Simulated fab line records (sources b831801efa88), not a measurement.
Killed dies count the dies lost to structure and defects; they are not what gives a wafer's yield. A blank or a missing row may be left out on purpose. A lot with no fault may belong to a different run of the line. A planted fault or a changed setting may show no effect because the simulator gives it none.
Which tool did it?    flow gf180mcu    24 lots, 72 wafers sampled, at 5 steps of a route of 602

WHAT EACH GAUGE READ, for each wafer
GF_PSD_OVL_MEAS_08.
lot   measured      on          PSD_OVL (nm)
L074  day 14 02:51  overlay-01  -0.3 0.3 3.6
L075  day 14 13:16  overlay-02  -2.2 -1.1 0.1
L076  day 14 17:26  overlay-02  -0.3 -0.2 -2.0
L077  day 15 07:01  overlay-01  0.1 0.6 1.5
L078  day 15 16:46  overlay-02  -1.4 1.0 1.6
L079  day 15 23:04  overlay-02  0.6 -0.7 0.0
L080  day 16 04:14  overlay-02  1.7 2.1 1.3
L081  day 16 12:40  overlay-02  1.3 0.6 -0.8
L082  day 16 19:25  overlay-01  0.8 2.0 0.7
L083  day 17 10:55  overlay-02  0.3 0.8 0.2
L084  day 17 17:01  overlay-01  0.7 0.4 2.8
L085  day 17 23:39  overlay-02  0.3 0.0 -0.5
L086  day 18 11:39  overlay-02  -0.1 1.7 0.8
L087  day 19 03:44  overlay-02  0.8 0.4 0.5
L088  day 19 06:37  overlay-01  1.0 2.4 0.1
L089  day 19 10:58  overlay-02  -2.8 -1.8 -1.1
L090  day 20 04:11  overlay-01  0.0 1.0 -1.2
L091  day 20 09:22  overlay-01  -0.1 1.0 0.6
L092  day 20 15:22  overlay-01  1.7 2.2 1.3
L093  day 20 23:46  overlay-01  0.2 -3.3 -1.0
L094  day 21 06:19  overlay-01  -0.7 0.7 0.0
L095  day 21 16:37  overlay-01  1.0 -1.3 -1.0
L096  day 21 21:56  overlay-02  -1.6 -1.3 -0.7
L097  day 22 06:35  overlay-01  1.1 2.9 2.7

GF_M2_RS_MEAS_05: a four-point-probe measurement.
lot   measured      on             M2_ALCU_RS (ohm/sq)
L074  day 18 00:44  film-metro-03  0.0694 0.0691 0.0692
L075  day 18 13:08  film-metro-02  0.0704 0.0707 0.0704
L076  day 18 18:45  film-metro-04  0.0703 0.0691 0.0698
L077  day 19 09:04  film-metro-04  0.0695 0.0696 0.0699
L078  day 19 18:33  film-metro-02  0.0701 0.0701 0.0697
L079  day 20 02:23  film-metro-03  0.0686 0.0694 0.0689
L080  day 20 07:13  film-metro-04  0.0697 0.0692 0.0683
L081  day 20 18:07  film-metro-02  0.0703 0.0693 0.0693
L082  day 20 23:21  film-metro-02  0.0693 0.0687 0.0684
L083  day 21 15:53  film-metro-02  0.0674 0.0679 0.0685
L084  day 21 23:30  film-metro-02  0.0698 0.0697 0.0710
L085  day 22 06:26  film-metro-02  0.0673 0.0687 0.0677
L086  day 22 17:59  film-metro-04  0.0691 0.0688 0.0695
L087  day 23 09:22  film-metro-04  0.0699 0.0696 0.0702
L088  day 23 12:02  film-metro-02  0.0696 0.0693 0.0698
L089  day 23 16:02  film-metro-02  0.0690 0.0684 0.0689
L090  day 24 07:52  film-metro-02  0.0715 0.0705 0.0713
L091  day 24 12:50  film-metro-02  0.0702 0.0701 0.0702
L092  day 24 18:42  film-metro-02  0.0694 0.0696 0.0691
L093  day 25 02:09  film-metro-02  0.0700 0.0704 0.0702
L094  day 25 07:59  film-metro-02  0.0703 0.0691 0.0696
L095  day 25 17:32  film-metro-04  0.0703 0.0703 0.0703
L096  day 25 21:46  film-metro-02  0.0688 0.0688 0.0684
L097  day 26 05:58  film-metro-02  0.0684 0.0688 0.0691

GF_M2_THK_MEAS_06: measures by xrf.
lot   measured      on             M2_ALCU_THK (nm)
L074  day 18 00:51  film-metro-03  447 449 446
L075  day 18 13:14  film-metro-02  448 446 448
L076  day 18 18:52  film-metro-04  442 447 446
L077  day 19 09:09  film-metro-04  447 446 445
L078  day 19 18:40  film-metro-02  448 448 449
L079  day 20 02:29  film-metro-03  453 450 452
L080  day 20 07:19  film-metro-04  447 450 456
L081  day 20 18:14  film-metro-02  448 452 455
L082  day 20 23:28  film-metro-02  458 456 459
L083  day 21 16:00  film-metro-02  467 463 459
L084  day 21 23:36  film-metro-02  452 448 442
L085  day 22 06:32  film-metro-02  467 458 461
L086  day 22 18:05  film-metro-04  448 450 446
L087  day 23 09:29  film-metro-04  445 448 447
L088  day 23 12:08  film-metro-02  450 452 449
L089  day 23 16:09  film-metro-02  455 461 456
L090  day 24 07:59  film-metro-02  438 445 441
L091  day 24 12:57  film-metro-02  447 444 445
L092  day 24 18:49  film-metro-02  454 450 453
L093  day 25 02:15  film-metro-02  450 451 449
L094  day 25 08:07  film-metro-02  448 457 456
L095  day 25 17:38  film-metro-04  442 442 442
L096  day 25 21:52  film-metro-02  457 458 462
L097  day 26 06:04  film-metro-02  461 459 457

WHAT TOOL EACH LOT RAN ON (gives the tool, then ch and the chambers of the sampled wafers, and finally the start)
lot   GF_M1_SPUTTER_04              GF_V1_CMP_26
L074  pvd-sputter-04, day 16 01:12  cmp-02 ch 0,1, day 18 00:14
L075  pvd-sputter-02, day 16 12:37  cmp-02 ch 1,3, day 18 12:38
L076  pvd-sputter-01, day 16 17:37  cmp-02 ch 1,2,3, day 18 18:14
L077  pvd-sputter-02, day 17 07:24  cmp-02 ch 0,1, day 19 08:32
L078  pvd-sputter-01, day 17 16:38  cmp-02 ch 1,2, day 19 18:03
L079  pvd-sputter-04, day 17 23:32  cmp-01 ch 0,3, day 20 01:50
L080  pvd-sputter-02, day 18 04:32  cmp-02 ch 0,1,3, day 20 06:39
L081  pvd-sputter-04, day 18 14:49  cmp-01 ch 0,2,3, day 20 17:38
L082  pvd-sputter-04, day 18 20:58  cmp-02 ch 0,2,3, day 20 22:55
L083  pvd-sputter-01, day 19 12:58  cmp-01 ch 1,2,3, day 21 15:28
L084  pvd-sputter-01, day 19 18:58  cmp-02 ch 1,2,3, day 21 23:02
L085  pvd-sputter-04, day 20 03:42  cmp-02 ch 0,3, day 22 05:53
L086  pvd-sputter-01, day 20 15:32  cmp-01 ch 0,3, day 22 17:25
L087  pvd-sputter-02, day 21 07:23  cmp-02 ch 0,2,3, day 23 08:57
L088  pvd-sputter-04, day 21 10:31  cmp-02 ch 0,2, day 23 11:29
L089  pvd-sputter-04, day 21 14:18  cmp-01 ch 1,3, day 23 15:33
L090  pvd-sputter-02, day 22 06:54  cmp-02 ch 0,1, day 24 07:21
L091  pvd-sputter-04, day 22 12:40  cmp-02 ch 1,2,3, day 24 12:21
L092  pvd-sputter-01, day 22 18:16  cmp-01 ch 0,3, day 24 18:11
L093  pvd-sputter-01, day 23 02:07  cmp-01 ch 0,2,3, day 25 01:35
L094  pvd-sputter-04, day 23 09:01  cmp-01 ch 1,2, day 25 07:31
L095  pvd-sputter-04, day 23 18:48  cmp-02 ch 0,2, day 25 17:02
L096  pvd-sputter-04, day 23 22:47  cmp-02 ch 2,3, day 25 21:16
L097  pvd-sputter-02, day 24 07:16  cmp-01 ch 2,3, day 26 05:23
- GF_M1_SPUTTER_04: material TiN, target thk 50 nm, time 41.7 s.
- GF_V1_CMP_26: polishes, stops on SiO2, t overpolish 15 s, target thk 0 nm.

WHAT THE TOOLS THEMSELVES READ (means of the sampled wafers that have a number; where no wafer has one, the mark that the record gives instead)
GF_M1_SPUTTER_04.
lot   tool            throttle-valve-pct (%)
L074  pvd-sputter-04  30.6
L075  pvd-sputter-02  30.2
L076  pvd-sputter-01  30.0
L077  pvd-sputter-02  30.7
L078  pvd-sputter-01  30.6
L079  pvd-sputter-04  31.1
L080  pvd-sputter-02  29.5
L081  pvd-sputter-04  31.1
L082  pvd-sputter-04  31.2
L083  pvd-sputter-01  30.3
L084  pvd-sputter-01  30.3
L085  pvd-sputter-04  29.9
L086  pvd-sputter-01  30.2
L087  pvd-sputter-02  30.3
L088  pvd-sputter-04  30.6
L089  pvd-sputter-04  29.2
L090  pvd-sputter-02  29.1
L091  pvd-sputter-04  29.9
L092  pvd-sputter-01  30.0
L093  pvd-sputter-01  30.2
L094  pvd-sputter-04  31.0
L095  pvd-sputter-04  30.3
L096  pvd-sputter-04  30.3
L097  pvd-sputter-02  29.4

GF_V1_CMP_26.
lot   tool    motor-current-A (A)  overpolish-run-s (s)  retaining-ring-pressure-frac  slurry-filter-dp-kPa (kPa)  slurry-flow-ml-min  time-to-endpoint-s (s)
L074  cmp-02  11.7                 14.993                1.002                         13.55                       149.5               89
L075  cmp-02  10.0                 14.996                0.993                         13.42                       150.0               83
L076  cmp-02  10.1                 15.004                0.999                         13.58                       149.6               85
L077  cmp-02  11.1                 14.989                0.991                         13.51                       150.0               82
L078  cmp-02  10.6                 15.000                1.002                         13.41                       150.1               81
L079  cmp-01  11.4                 15.003                1.003                         13.59                       149.9               85
L080  cmp-02  10.6                 14.996                1.002                         13.56                       150.6               80
L081  cmp-01  11.0                 14.996                1.005                         13.53                       149.7               83
L082  cmp-02  11.0                 15.003                1.003                         13.58                       149.9               82
L083  cmp-01  10.5                 14.992                1.001                         13.59                       150.1               88
L084  cmp-02  10.3                 15.000                0.999                         13.66                       150.3               83
L085  cmp-02  11.5                 14.994                0.996                         13.48                       149.7               82
L086  cmp-01  11.1                 15.011                1.001                         13.55                       150.1               88
L087  cmp-02  10.7                 14.996                0.998                         13.47                       149.8               86
L088  cmp-02  11.3                 14.996                0.996                         13.57                       149.3               84
L089  cmp-01  10.6                 15.012                1.002                         13.43                       150.1               88
L090  cmp-02  11.6                 14.986                1.002                         13.51                       150.0               84
L091  cmp-02  10.3                 14.997                0.998                         13.42                       150.2               82
L092  cmp-01  11.2                 14.999                1.002                         13.52                       150.4               85
L093  cmp-01  10.8                 15.000                1.002                         13.57                       149.7               86
L094  cmp-01  10.1                 15.007                0.999                         13.58                       150.1               84
L095  cmp-02  11.6                 15.005                1.000                         13.53                       150.7               83
L096  cmp-02  9.8                  15.010                1.002                         13.45                       150.3               84
L097  cmp-01  10.7                 15.005                1.003                         13.50                       150.2               85

THE ANSWER, worked out from the rows above alone
Rule: the lots themselves supply what counts as usual. Put in order of their means at a reading, lots are off if they are a third of the lots or fewer, leave a main group of 4 or more, and stand apart from it by a gap of 3 or more times the standard deviation of the main group's means; of several such gaps the widest counts. A main group is skipped when, at the precision printed for the reading in the tables above, its means are all equal. Also off: a lot with no number at a reading for which 4 or more lots have one. The other lots that the step has rows for count as sound. Order of review: gauges by route order, followed by the tools' own readings, for which a lot's mean as printed above is used. At the first step where some lot is off, the reading lying furthest off is the one used; lots without a number count as furthest.
None of the lots is off at any reading shown; this tells nothing.

WHAT THE SIMULATOR HAD PUT IN
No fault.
